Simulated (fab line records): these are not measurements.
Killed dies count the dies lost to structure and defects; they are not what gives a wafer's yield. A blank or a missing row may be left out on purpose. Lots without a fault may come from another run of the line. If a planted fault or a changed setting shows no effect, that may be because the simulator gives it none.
Chamber matching | flow sky130 | SKY_VIA3_CMP_02 on cmp-02 has 4 sister chambers
The step polishes SiO2. 4 wafers are shown with their chamber, then 7 later ones without.

WAFERS, EACH WITH ITS CHAMBER
wafer  | chamber | motor_current_A (A)
L413.6 | 2       | 12.3
L415.5 | 1       | 12.5
L414.2 | 3       | 9.8
L414.5 | 0       | 11.1

WAFERS WHOSE CHAMBER IS MISSING
wafer  | motor_current_A (A)
L414.6 | 10.2
L422.2 | 11.9
L422.3 | 12.3
L422.5 | 10.3
L423.1 | 11.0
L423.3 | 12.0
L423.6 | 11.2

WHICH CHAMBER EACH WENT THROUGH
wafer  | from the rows above          | in truth
L414.6 | can't be placed: 3 or 0      | 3
L422.2 | can't be placed: 2 or 1 or 0 | 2
L422.3 | can't be placed: 2 or 1      | 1
L422.5 | can't be placed: 3 or 0      | 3
L423.1 | 0                            | 0
L423.3 | can't be placed: 2 or 1 or 0 | 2
L423.6 | 0                            | 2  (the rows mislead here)
Correct placement for 1 of the 7. These rows do not allow placing 5 (true chamber among the candidates in 5). Wrongly placed: 1.
How it was worked out, from the rows above alone: a wafer's distance from a chamber is the root of the sum, over the readings, of the square of ((its reading less the chamber's mean) divided by the reading's scatter). The wafer belongs to the nearest chamber; if the next one is less than 2 further off, it can't be placed. Each chamber's mean is taken over the wafers shown for it. The scatter: with one shown wafer a chamber, the root of the mean of the squares of how far each hidden wafer lies from its nearest shown one.
